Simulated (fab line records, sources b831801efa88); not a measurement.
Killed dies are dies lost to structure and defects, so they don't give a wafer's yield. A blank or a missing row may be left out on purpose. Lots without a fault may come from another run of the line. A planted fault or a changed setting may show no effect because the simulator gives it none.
Chamber matching | flow sky130 | SKY_CONTACT_CMP_27 on cmp-02: 4 sister chambers
The step polishes, stops on SiO2, t overpolish 15 s, target thk 0 nm. 4 wafers are shown with their chamber, then 10 later ones without.

WAFERS WITH THEIR CHAMBER
wafer  | chamber | motor_current_A (A)
L082.1 | 0       | 9.9
L083.6 | 1       | 12.0
L087.1 | 2       | 10.6
L087.3 | 3       | 12.5

WAFERS WITHOUT THEIR CHAMBER
wafer  | motor_current_A (A)
L087.4 | 10.1
L089.3 | 11.4
L089.5 | 11.9
L089.6 | 9.6
L092.3 | 10.3
L092.5 | 10.4
L092.6 | 11.9
L094.1 | 11.8
L094.3 | 9.8
L094.6 | 10.1

WHICH CHAMBER EACH WENT THROUGH
wafer  | from the rows above          | in truth
L087.4 | can't be placed: 0 or 2      | 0
L089.3 | can't be placed: 1 or 2 or 3 | 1
L089.5 | can't be placed: 1 or 3      | 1
L089.6 | 0                            | 0
L092.3 | can't be placed: 2 or 0      | 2
L092.5 | can't be placed: 2 or 0      | 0
L092.6 | can't be placed: 1 or 3      | 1
L094.1 | can't be placed: 1 or 3      | 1
L094.3 | 0                            | 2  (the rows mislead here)
L094.6 | can't be placed: 0 or 2      | 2
Placed correctly: 1 of 10. Can't be placed from these rows: 8 (the true chamber is among the candidates in 8). Placed wrongly: 1.
How it was worked out, from the rows above alone: a wafer's distance from a chamber is the root of the sum, over the readings, of the square of ((its reading less the chamber's mean) divided by the reading's scatter). The wafer belongs to the nearest chamber; if the next one is less than 2 further off, it can't be placed. A chamber's mean is the mean of its shown wafers. The scatter: with one shown wafer a chamber, the root of the mean of the squares of how far each hidden wafer lies from its nearest shown one.
